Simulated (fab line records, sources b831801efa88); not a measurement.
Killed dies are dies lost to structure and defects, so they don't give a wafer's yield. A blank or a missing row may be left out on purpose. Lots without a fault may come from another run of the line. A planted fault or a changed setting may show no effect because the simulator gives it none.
fab line records | flow sky130
record lots=7 wafers=21 last_day=50
route steps=708 shown CONTACT@425 METAL1@434 PAD_OPEN@708
lots that met no fault: from a run of the same line without faults
start_h: hours from the record's first day to the start of the lot's first wafer shown | wait_h: hours since the lot's step before | " the same as in the row above | L1.1+2: a row that stands for several wafers | - no value, or no start given | * or withheld: withheld | < > ~ a bound
route shown NAME@n: a module of which the file shows steps, and the number in the route of the first | usual: mean/standard deviation of fault-free wafers | same: alike in all rows | chamber/n: place in a boat | sites: the reading at each site | _std_site: their standard deviation | _edge_site: outer sites' mean less inner sites' | radius_mm: how far each site lies from the wafer's centre | mask NAME#n: copy n | behind: the tool/chamber that last shaped the wafer | hold: why the lot was held/for how many hours/how that ended | device: the transistor (n, p or np) that didn't switch | end of line: the same wafers' tests at the end of the route | a step without rows: its recipe alone | killed: dies lost to structure and defects at the first sort, not the wafer's yield | map: a wafer's dies, x killed, . not, _ none there
set.NAME: the setting as run; set.NAME@STEP: as run at that earlier step | model.NAME: the simulator's own value behind a step, which no gauge read
lots at some steps of the route; a table a step, a row a wafer
services: from which hour (start_h, from the record's first day; less than 0 if before it) a tool's chamber was out of use, for how many hours, and why
## steps
# step SKY_CONTACT_STRIP_19
# recipe chemistry=O2/N2 power_w=1400 pressure_mtorr=1500 platen_temp_c=withheld o2_flow_sccm=3000 n2_flow_sccm=300 overash_fraction=0.5
# usual drypump_motor_current_A=5.8/0.5 oes_product_au=0.381/0.0047 strip_time_to_endpoint_s=3.62/0.035
# columns lot.wafer tool chamber start_h wait_h drypump_motor_current_A oes_product_au rf_hours_counter_h strip_time_to_endpoint_s
L790.1 plasma_asher-02 0 789.76 - 6.4 0.379 5 3.65
L790.3 " 0 " " 6.4 0.370 - 3.63
L790.5 " 1 " " 5.1 0.375 - 3.57
L793.2 plasma_asher-03 1 807.43 - 5.9 0.390 37 3.61
L793.4 " 0 " " 5.7 0.387 - 3.68
L793.6 " 0 " " 5.7 0.383 - 3.62
L801.2 plasma_asher-02 0 871.71 - 6.4 0.386 13 3.53
L801.5 " 1 " " 5.1 0.379 - 3.59
L801.6 " 0 " " 6.4 0.377 - 3.57
L802.1 plasma_asher-04 1 875.06 - 6.2 0.384 71 3.66
L802.3 " 1 " " 6.2 0.380 - 3.61
L802.4 " 0 " " 6.2 0.385 - 3.63
L803.2 plasma_asher-03 0 882.26 - 5.7 0.377 45 3.54
L803.3 " 1 " " 5.9 0.377 - 3.59
L803.6 " 1 " " 5.9 0.388 - 3.57
L805.1 plasma_asher-04 1 900.23 - 6.3 0.385 73 3.57
L805.2 " 0 " " 6.1 0.379 73 3.63
L805.3 " 1 " " 6.3 0.385 - 3.66
L806.1 plasma_asher-04 0 902.66 - 6.2 0.378 74 3.64
L806.2 " 1 " " 6.3 0.383 74 3.62
L806.6 " 1 " " 6.2 0.376 - 3.67
# step SKY_CONTACT_STRIP_20
# recipe chemistry=post_etch_residue_remover time_s=1200 temp_c=72.5
# step SKY_CONTACT_CLEAN_21
# recipe chemistry=IPA time_s=180 temp_c=25
# step SKY_CONTACT_CLEAN_22
# recipe chemistry=O3/DIW dry=n2_spin
# step SKY_CONTACT_SPUTTER_23
# recipe material=TiN target_thk_nm=20 chamber_pressure_pa=5 power_w=4000 time_s=80
# step SKY_CONTACT_CVD_24
# recipe material=W target_thk_nm=340 time_s=102.12 temp_c=400 pressure_torr=40
# usual heater_power_w=849/82
# columns lot.wafer tool chamber start_h wait_h heater_power_w
L790.1 cvd_w-02 0 790.41 0.0 743
L790.3 " 0 " " 702
L790.5 " 0 " " 707
L793.2 cvd_w-02 1 808.43 0.0 871
L793.4 " 0 " " 714
L793.6 " 0 " " 748
L801.2 cvd_w-01 0 872.37 0.0 835
L801.5 " 1 " " 950
L801.6 " 0 " " 834
L802.1 cvd_w-01 1 875.72 0.0 965
L802.3 " 0 " " 849
L802.4 " 1 " " 970
L803.2 cvd_w-02 1 882.95 0.0 881
L803.3 " 1 " " 865
L803.6 " 0 " " 718
L805.1 cvd_w-02 0 900.92 0.0 708
L805.2 " 1 " " 892
L805.3 " 0 " " 707
L806.1 cvd_w-01 1 903.32 0.0 963
L806.2 " 0 " " 848
L806.6 " 1 " " 973
# step SKY_CONTACT_RS_MEAS_25
# recipe thk_meas_gauge=four-point-probe reads=W_of_CONTACT_CVD_24+TiN_of_CONTACT_SPUTTER_23
# usual CONTACT_W_RS=0.337/0.0037
# columns lot.wafer tool chamber start_h wait_h CONTACT_W_RS[ohm/sq]
L790.1 film_metro-01 - 790.52 0.1 0.338
L790.3 " - " " 0.336
L790.5 " - " " 0.337
L793.2 film_metro-04 - 808.56 0.1 0.341
L793.4 " - " " 0.337
L793.6 " - " " 0.335
L801.2 film_metro-04 - 872.50 0.1 0.339
L801.5 " - " " 0.331
L801.6 " - " " 0.335
L802.1 film_metro-01 - 875.83 0.1 0.336
L802.3 " - " " 0.343
L802.4 " - " " 0.335
L803.2 film_metro-02 - 883.08 0.1 0.340
L803.3 " - " " 0.340
L803.6 " - " " 0.342
L805.1 film_metro-04 - 901.03 0.1 0.340
L805.2 " - " " 0.340
L805.3 " - " " 0.344
L806.1 film_metro-04 - 903.43 0.1 0.333
L806.2 " - " " 0.340
L806.6 " - " " 0.333
# step SKY_CONTACT_THK_MEAS_26
# recipe thk_meas_gauge=xrf reads=W_of_CONTACT_CVD_24
# usual CONTACT_W_THK=345/3.9
# columns lot.wafer tool chamber start_h wait_h CONTACT_W_THK[nm]
L790.1 film_metro-01 - 790.64 0.1 344
L790.3 " - " " 344
L790.5 " - " " 345
L793.2 film_metro-04 - 808.67 0.1 342
L793.4 " - " " 346
L793.6 " - " " 347
L801.2 film_metro-04 - 872.61 0.1 343
L801.5 " - " " 352
L801.6 " - " " 347
L802.1 film_metro-01 - 875.95 0.1 345
L802.3 " - " " 340
L802.4 " - " " 348
L803.2 film_metro-02 - 883.19 0.1 345
L803.3 " - " " 343
L803.6 " - " " 338
L805.1 film_metro-04 - 901.15 0.1 343
L805.2 " - " " 346
L805.3 " - " " 343
L806.1 film_metro-04 - 903.55 0.1 354
L806.2 " - " " 344
L806.6 " - " " 352
# step SKY_CONTACT_CMP_27
# recipe stop_on=SiO2 t_overpolish_s=15 down_force_psi=3.5 platen_rpm=60 target_thk_nm=0 pad_velocity_m_s=0.94248
# usual motor_current_A=11.6/1.4 overpolish_run_s=15.001/0.01 time_to_endpoint_s=82/3.7
# columns lot.wafer tool chamber start_h wait_h motor_current_A overpolish_run_s time_to_endpoint_s
L790.1 cmp-02 3 790.80 0.1 12.0 14.995 77
L790.3 " 0 " " 12.4 14.991 81
L790.5 " 1 " " 9.4 14.998 87
L793.4 cmp-01 3 808.72 0.0 10.8 15.008 80
L793.2 " 2 " " 10.1 15.001 79
L793.6 " 0 " " 13.9 15.017 76
L801.2 cmp-02 0 872.66 0.0 12.2 14.998 83
L801.5 " 0 " " 13.0 15.017 88
L801.6 " 1 " " 10.0 15.006 86
L802.1 cmp-02 1 876.01 0.1 9.6 14.999 85
L802.4 " 2 " " 11.6 15.008 81
L802.3 " 3 " " 11.8 15.005 79
L803.3 cmp-01 2 883.24 0.0 10.5 14.998 81
L803.2 " 3 " " 10.5 15.012 81
L803.6 " 3 " " 10.3 15.004 82
L805.2 cmp-01 0 901.26 0.1 13.9 15.007 74
L805.1 " 1 " " 10.6 15.018 76
L805.3 " 2 " " 10.8 14.991 79
L806.1 cmp-02 0 903.66 0.1 12.8 15.005 87
L806.2 " 2 " " 12.0 15.002 83
L806.6 " 3 " " 12.0 15.002 80
# step SKY_METAL1_SPUTTER_00
# recipe material=Ti target_thk_nm=15 power_w=3000 time_s=10 chamber_pressure_pa=0.4
# usual cathode_dc_power_W=3000.0/0.51 chamber_pressure_pa=0.4002/0.00078 throttle_valve_pct=29.7/0.92
# columns lot.wafer tool chamber start_h wait_h cathode_dc_power_W chamber_pressure_pa throttle_valve_pct
L790.1 pvd_sputter-02 - 791.00 0.1 3000.1 0.4008 29.9
L790.3 " - " " 2999.5 0.3985 28.5
L790.5 " - " " 3000.2 0.4012 29.2
L793.2 pvd_sputter-01 - 809.02 0.1 3000.4 0.3989 29.0
L793.4 " - " " 3000.1 0.4008 29.8
L793.6 " - " " 2999.1 0.4006 30.1
L801.2 pvd_sputter-01 - 872.96 0.2 2999.4 0.3999 28.9
L801.5 " - " " 2999.9 0.4002 29.8
L801.6 " - " " 2999.8 0.3996 30.3
L802.1 pvd_sputter-01 - 876.31 0.2 3000.2 0.3997 29.9
L802.3 " - " " 3000.6 0.3996 28.7
L802.4 " - " " 2999.6 0.3994 30.2
L803.2 pvd_sputter-02 - 883.54 0.2 2999.4 0.3995 28.9
L803.3 " - " " 3000.1 0.4000 29.2
L803.6 " - " " 3000.4 0.4002 29.3
L805.1 pvd_sputter-04 - 901.51 0.1 3000.2 0.4003 30.7
L805.2 " - " " 2999.2 0.3993 30.5
L805.3 " - " " 2999.7 0.4006 27.3
L806.1 pvd_sputter-01 - 903.91 0.2 3000.3 0.3997 29.7
L806.2 " - " " 2999.2 0.4000 30.2
L806.6 " - " " 3000.0 0.4004 30.1
# step SKY_METAL1_SPUTTER_01
# recipe material=TiN target_thk_nm=20 power_w=6500 time_s=16.7 chamber_pressure_pa=0.4
# step SKY_METAL1_SPUTTER_02
# recipe material=AlCu target_thk_nm=250 power_w=10600 time_s=13.3 chamber_pressure_pa=0.4
# usual cathode_dc_power_W=10600/1.7 chamber_pressure_pa=0.4000/0.00091 throttle_valve_pct=29.6/0.93
# columns lot.wafer tool chamber start_h wait_h cathode_dc_power_W chamber_pressure_pa throttle_valve_pct
L790.1 pvd_sputter-02 - 791.05 0.0 10600 0.3999 30.0
L790.3 " - " " 10600 0.3997 29.1
L790.5 " - " " 10601 0.4005 29.3
L793.2 pvd_sputter-01 - 809.07 0.0 10599 0.4014 28.7
L793.4 " - " " 10598 0.4017 29.9
L793.6 " - " " 10599 0.4007 29.9
L801.2 pvd_sputter-01 - 873.01 0.0 10597 0.4002 28.8
L801.5 " - " " 10603 0.4004 30.1
L801.6 " - " " 10601 0.4005 30.1
L802.1 pvd_sputter-01 - 876.36 0.0 10598 0.3994 30.3
L802.3 " - " " 10598 0.3994 28.8
L802.4 " - " " 10602 0.4000 30.0
L803.2 pvd_sputter-02 - 883.59 0.0 10600 0.3997 29.0
L803.3 " - " " 10600 0.4007 29.3
L803.6 " - " " 10602 0.4003 29.3
L805.1 pvd_sputter-04 - 901.56 0.0 10601 0.4003 30.5
L805.2 " - " " 10603 0.4003 30.5
L805.3 " - " " 10598 0.3985 27.4
L806.1 pvd_sputter-01 - 903.96 0.0 10603 0.3997 29.7
L806.2 " - " " 10602 0.3994 30.2
L806.6 " - " " 10597 0.4001 30.4
# step SKY_METAL1_SPUTTER_03
# recipe material=Ti target_thk_nm=5 power_w=3000 time_s=3.3 chamber_pressure_pa=0.4
# usual cathode_dc_power_W=3000.0/0.56 chamber_pressure_pa=0.4000/0.00084 throttle_valve_pct=29.6/0.95
# columns lot.wafer tool chamber start_h wait_h cathode_dc_power_W chamber_pressure_pa throttle_valve_pct
L790.1 pvd_sputter-02 - 791.07 0.0 3000.2 0.3991 29.9
L790.3 " - " " 2999.8 0.3990 28.7
L790.5 " - " " 2999.7 0.4001 29.4
L793.2 pvd_sputter-01 - 809.09 0.0 2999.9 0.3995 28.7
L793.4 " - " " 2999.2 0.3994 30.1
L793.6 " - " " 2999.9 0.4003 29.9
L801.2 pvd_sputter-01 - 873.03 0.0 - - -
L801.5 " - " " - - -
L801.6 " - " " - - -
L802.1 pvd_sputter-01 - 876.38 0.0 - - -
L802.3 " - " " - - -
L802.4 " - " " - - -
L803.2 pvd_sputter-02 - 883.62 0.0 - - -
L803.3 " - " " - - -
L803.6 " - " " - - -
L805.1 pvd_sputter-04 - 901.58 0.0 3000.0 0.3988 30.7
L805.2 " - " " 2999.6 0.4001 30.6
L805.3 " - " " 2999.7 0.4006 27.6
L806.1 pvd_sputter-01 - 903.98 0.0 3000.0 0.4001 29.7
L806.2 " - " " 3000.5 0.4007 29.9
L806.6 " - " " 3000.1 0.4004 30.4
# step SKY_METAL1_SPUTTER_04
# recipe material=TiN target_thk_nm=70 power_w=6500 time_s=58.3 chamber_pressure_pa=0.4
# step SKY_PAD_OPEN_PROBE_99
# usual defect_limited_yield=82.5/1.7 killed_at_M0_to_M3=43/6.7 killed_at_M4_up=3.2/1.8 killed_at_contacts=24/4.8 killed_at_front_end=16/4.2 killed_at_other=0.3/0.56 killed_dies=86/8.5 killed_open=47/6.7 killed_short=39/6 sort_bin_3_pad_short=0.9/0.45 sort_bin_5_function=10.3/1.6 sort_bin_6_memory=6.3/1 sort_n_pass=406/8.5 sort_yield_pct=82.5/1.7
# same gross_dies=492 killed_at_back_side=0 sort_bin_4_leakage[%]=0 sort_bin_8_speed[%]=0
# columns lot.wafer tool chamber start_h wait_h defect_limited_yield[%] killed_at_M0_to_M3 killed_at_M4_up killed_at_contacts killed_at_front_end killed_at_other killed_dies killed_open killed_short sort_bin_3_pad_short[%] sort_bin_5_function[%] sort_bin_6_memory[%] sort_n_pass sort_yield_pct[%] model.etest.via1_chain.rc_ohm model.etest.met1.line_ohm_um model.etest.met1.rs_ohm_sq
L790.1 prober-01 - 1115.53 0.1 81.7 52 3 22 12 1 90 48 42 0.8 11.8 5.7 402 81.7 16.21 0.8906 0.1275
L790.3 prober-01 - 1115.63 0.2 79.3 51 3 25 20 3 102 52 48 1.4 13.6 5.7 390 79.3 16.75 0.8694 0.1263
L790.5 prober-01 - 1115.73 0.2 84.1 35 3 20 19 1 78 39 39 0.6 9.1 6.1 414 84.1 16.39 0.8874 0.1287
L793.2 prober-02 - 1127.85 0.1 81.1 50 5 25 13 0 93 51 42 0.6 10.4 7.9 399 81.1 16.64 0.8999 0.1272
L793.4 prober-02 - 1127.95 0.2 84.3 40 3 24 9 1 77 44 33 0.4 10.4 4.9 415 84.3 16.33 0.8689 0.1294
L793.6 prober-02 - 1128.05 0.2 81.7 51 2 29 8 0 90 59 30 0.2 11.8 6.3 402 81.7 15.82 0.8956 0.1291
L801.2 prober-02 - 1172.87 0.1 82.3 42 2 27 16 0 87 53 34 0.8 10.4 6.5 405 82.3 18.78 0.9051 0.1217
L801.5 prober-02 - 1173.02 0.2 80.9 39 4 29 22 0 94 43 51 1.4 12.4 5.3 398 80.9 20.21 0.9104 0.1235
L801.6 prober-02 - 1173.07 0.2 83.3 37 0 32 13 0 82 49 33 0.6 8.7 7.3 410 83.3 20.14 0.9583 0.1226
L802.1 prober-01 - 1176.91 0.1 81.3 57 2 19 12 2 92 53 39 1.2 10.8 6.7 400 81.3 19.55 0.8333 0.1191
L802.3 prober-01 - 1177.01 0.2 85.2 39 1 23 10 0 73 37 36 0.6 7.7 6.5 419 85.2 18.93 0.8756 0.1183
L802.4 prober-01 - 1177.06 0.2 81.3 47 4 20 21 0 92 52 40 0.6 12.2 5.9 400 81.3 19.34 0.8378 0.1192
L803.2 prober-02 - 1178.81 0.1 83.1 37 5 19 22 0 83 47 36 0.6 10.8 5.5 409 83.1 19.04 0.8471 0.1231
L803.3 prober-02 - 1178.86 0.2 82.1 43 1 23 21 0 88 44 44 1.4 9.8 6.7 404 82.1 19.47 0.9013 0.1229
L803.6 prober-02 - 1179.01 0.2 84.3 38 3 20 16 0 77 44 33 1.0 8.3 6.3 415 84.3 19.41 0.8823 0.124
L805.1 prober-02 - 1192.92 0.1 80.5 49 4 23 20 0 96 53 43 1.0 12.4 6.1 396 80.5 14.85 0.9137 0.1301
L805.2 prober-02 - 1192.97 0.1 83.1 45 1 23 13 1 83 44 39 1.2 10.6 5.1 409 83.1 16.61 0.9748 0.1286
L805.3 prober-02 - 1193.02 0.2 80.7 50 2 21 22 0 95 50 45 1.2 9.8 8.3 397 80.7 16.24 0.9105 0.129
L806.1 prober-01 - 1193.86 0.1 83.9 43 3 21 12 0 79 38 41 0.6 8.1 7.3 413 83.9 16.17 0.9155 0.127
L806.2 prober-01 - 1193.91 0.1 82.5 41 4 23 17 1 86 53 33 0.6 8.1 8.7 406 82.5 16.72 0.8794 0.1263
L806.6 prober-01 - 1194.11 0.2 82.7 45 3 26 11 0 85 38 47 1.0 10.6 5.7 407 82.7 16.86 0.8767 0.1265
# killed by level:class
L790.1 VIA1:geometric_particle:open=13 CONTACT:geometric_particle:open=9 VIA3:geometric_particle:open=8 METAL1:geometric_particle:short=6 POLY_GATE:geometric_particle:short=4 LOCAL_INTERCONNECT:geometric_particle:short=4 VIA2:geometric_particle:open=4 VIA1:geometric_particle:short=4
L790.3 VIA1:geometric_particle:open=13 VIA3:geometric_particle:open=8 CONTACT:geometric_particle:open=7 METAL2:geometric_particle:short=7 VIA2:geometric_particle:open=7 LOCAL_INTERCONNECT:geometric_particle:short=6 FIELD_ISO:geometric_particle:short=5 CONTACT:geometric_particle:short=5
L790.5 LI_CONTACT:geometric_particle:open=7 VIA2:geometric_particle:open=6 CONTACT:geometric_particle:short=5 VIA1:geometric_particle:open=5 METAL2:geometric_particle:short=5 FIELD_ISO:geometric_particle:short=4 CONTACT:geometric_particle:open=4 METAL2:geometric_particle:open=4
L793.2 CONTACT:geometric_particle:open=11 VIA1:geometric_particle:open=10 METAL1:geometric_particle:short=7 METAL2:geometric_particle:short=7 VIA3:geometric_particle:open=7 FIELD_ISO:geometric_particle:open=5 LOCAL_INTERCONNECT:geometric_particle:short=5 VIA2:geometric_particle:open=5
L793.4 LI_CONTACT:geometric_particle:open=9 VIA1:geometric_particle:open=8 VIA3:geometric_particle:open=7 LOCAL_INTERCONNECT:geometric_particle:short=5 CONTACT:geometric_particle:open=5 VIA2:geometric_particle:open=5 VIA1:geometric_particle:short=5 POLY_GATE:geometric_particle:short=3
L793.6 VIA1:geometric_particle:open=12 CONTACT:geometric_particle:open=11 LI_CONTACT:geometric_particle:open=11 VIA2:geometric_particle:open=10 VIA3:geometric_particle:open=7 VIA1:geometric_particle:short=4 METAL2:geometric_particle:short=4 METAL3:geometric_particle:short=4
L801.2 CONTACT:geometric_particle:open=14 VIA1:geometric_particle:open=9 VIA3:geometric_particle:open=8 VIA2:geometric_particle:open=7 LI_CONTACT:geometric_particle:open=6 VIA1:geometric_particle:short=5 VIA2:geometric_particle:short=5 CONTACT:geometric_particle:short=5
L801.5 CONTACT:geometric_particle:open=11 CONTACT:geometric_particle:short=7 VIA1:geometric_particle:open=7 VIA1:geometric_particle:short=6 POLY_GATE:geometric_particle:short=5 METAL1:geometric_particle:short=5 METAL2:geometric_particle:short=5 VIA3:geometric_particle:short=5
L801.6 VIA1:geometric_particle:open=12 LI_CONTACT:geometric_particle:open=10 CONTACT:geometric_particle:short=10 CONTACT:geometric_particle:open=8 METAL2:geometric_particle:short=6 VIA3:geometric_particle:open=4 VIA2:geometric_particle:open=4 FIELD_ISO:geometric_particle:open=3
L802.1 VIA2:geometric_particle:open=12 VIA1:geometric_particle:open=11 CONTACT:geometric_particle:open=9 VIA3:geometric_particle:open=8 METAL1:geometric_particle:short=5 VIA1:geometric_particle:short=5 LOCAL_INTERCONNECT:geometric_particle:short=4 METAL2:geometric_particle:short=4
L802.3 METAL2:geometric_particle:short=9 CONTACT:geometric_particle:open=8 VIA1:geometric_particle:open=8 CONTACT:geometric_particle:short=7 VIA2:geometric_particle:open=6 VIA3:geometric_particle:open=5 LI_CONTACT:geometric_particle:open=4 FIELD_ISO:geometric_particle:short=3
L802.4 VIA1:geometric_particle:open=16 LI_CONTACT:geometric_particle:open=8 POLY_GATE:geometric_particle:open=6 METAL2:geometric_particle:short=6 VIA2:geometric_particle:short=6 FIELD_ISO:geometric_particle:open=5 POLY_GATE:geometric_particle:short=5 VIA1:geometric_particle:short=5
L803.2 VIA1:geometric_particle:open=10 FIELD_ISO:geometric_particle:open=6 CONTACT:geometric_particle:open=6 POLY_GATE:geometric_particle:open=5 METAL1:geometric_particle:short=5 VIA2:geometric_particle:open=5 LI_CONTACT:geometric_particle:short=4 LI_CONTACT:geometric_particle:open=4
L803.3 CONTACT:geometric_particle:open=9 VIA3:geometric_particle:open=8 FIELD_ISO:geometric_particle:short=7 LI_CONTACT:geometric_particle:open=7 METAL2:geometric_particle:short=7 POLY_GATE:geometric_particle:short=5 VIA1:geometric_particle:open=5 VIA3:geometric_particle:short=5
L803.6 VIA1:geometric_particle:open=9 VIA3:geometric_particle:open=6 LI_CONTACT:geometric_particle:open=6 CONTACT:geometric_particle:open=6 VIA1:geometric_particle:short=6 FIELD_ISO:geometric_particle:short=5 FIELD_ISO:geometric_particle:open=5 METAL1:geometric_particle:short=5
L805.1 VIA1:geometric_particle:open=11 VIA1:geometric_particle:short=9 CONTACT:geometric_particle:open=9 POLY_GATE:geometric_particle:open=6 VIA3:geometric_particle:open=6 VIA3:geometric_particle:short=5 LOCAL_INTERCONNECT:geometric_particle:short=5 METAL1:geometric_particle:short=5
L805.2 VIA1:geometric_particle:open=12 CONTACT:geometric_particle:open=8 FIELD_ISO:geometric_particle:short=6 VIA3:geometric_particle:open=6 LI_CONTACT:geometric_particle:open=5 VIA1:geometric_particle:short=5 CONTACT:geometric_particle:short=4 METAL2:geometric_particle:short=4
L805.3 VIA3:geometric_particle:open=11 CONTACT:geometric_particle:open=9 VIA1:geometric_particle:open=7 FIELD_ISO:geometric_particle:open=6 POLY_GATE:geometric_particle:short=6 LOCAL_INTERCONNECT:geometric_particle:short=6 VIA1:geometric_particle:short=6 METAL2:geometric_particle:short=6
L806.1 VIA1:geometric_particle:open=14 METAL1:geometric_particle:short=9 LI_CONTACT:geometric_particle:open=7 METAL2:geometric_particle:short=5 POLY_GATE:geometric_particle:short=5 LOCAL_INTERCONNECT:geometric_particle:short=5 CONTACT:geometric_particle:open=5 VIA2:geometric_particle:short=4
L806.2 VIA1:geometric_particle:open=9 VIA2:geometric_particle:open=7 VIA3:geometric_particle:open=7 CONTACT:geometric_particle:open=6 FIELD_ISO:geometric_particle:open=5 LI_CONTACT:geometric_particle:open=5 LOCAL_INTERCONNECT:geometric_particle:short=5 CONTACT:geometric_particle:short=4
L806.6 VIA1:geometric_particle:open=12 VIA1:geometric_particle:short=10 LOCAL_INTERCONNECT:geometric_particle:short=10 LI_CONTACT:geometric_particle:open=7 CONTACT:geometric_particle:open=6 METAL2:geometric_particle:short=5 POLY_GATE:geometric_particle:open=4 METAL3:geometric_particle:short=4
## services
# columns tool chamber start_h hours kind
plasma_asher-02 - 770.56 0.5 repair
plasma_asher-04 - 775.66 28.1 pm
pvd_sputter-01 2 782.98 - consumable_replace:kit
pvd_sputter-01 2 782.98 18.0 scheduled_down
pvd_sputter-01 2 782.98 18.0 vent_cycle
plasma_asher-04 - 803.76 15.6 pm
pvd_sputter-04 0 815.39 - consumable_replace:kit
pvd_sputter-04 0 815.39 18.0 scheduled_down
pvd_sputter-04 0 815.39 18.0 vent_cycle
cmp-01 - 823.07 0.5 repair
plasma_asher-02 - 841.07 5.9 repair
cmp-01 - 844.49 27.0 pm
pvd_sputter-02 0 872.55 - consumable_replace:kit
pvd_sputter-02 0 872.55 18.0 scheduled_down
pvd_sputter-02 0 872.55 18.0 vent_cycle
cmp-01 - 886.47 2.1 repair
cmp-01 - 888.48 1.5 repair
cmp-01 - 892.21 6.4 pm
cmp-02 - 900.00 1.4 repair
## key
first_sign step=SKY_METAL1_SPUTTER_03 reading=tool_record direction=missing
effect none on later readings
model_effect step=SKY_PAD_OPEN_PROBE_99 value=etest.via1_chain.rc_ohm without=16.04 struck=19.43
met_at SKY_METAL1_SPUTTER_03
struck_wafers L801.2,L801.5,L801.6,L802.1,L802.3,L802.4,L803.2,L803.3,L803.6
onset_between 809.09 873.03
fault kind=skipped_step_whole tool=pvd_sputter-01,pvd_sputter-02 chamber=- onset_h=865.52 steps=SKY_METAL1_SPUTTER_03 scope=struck_lots_only
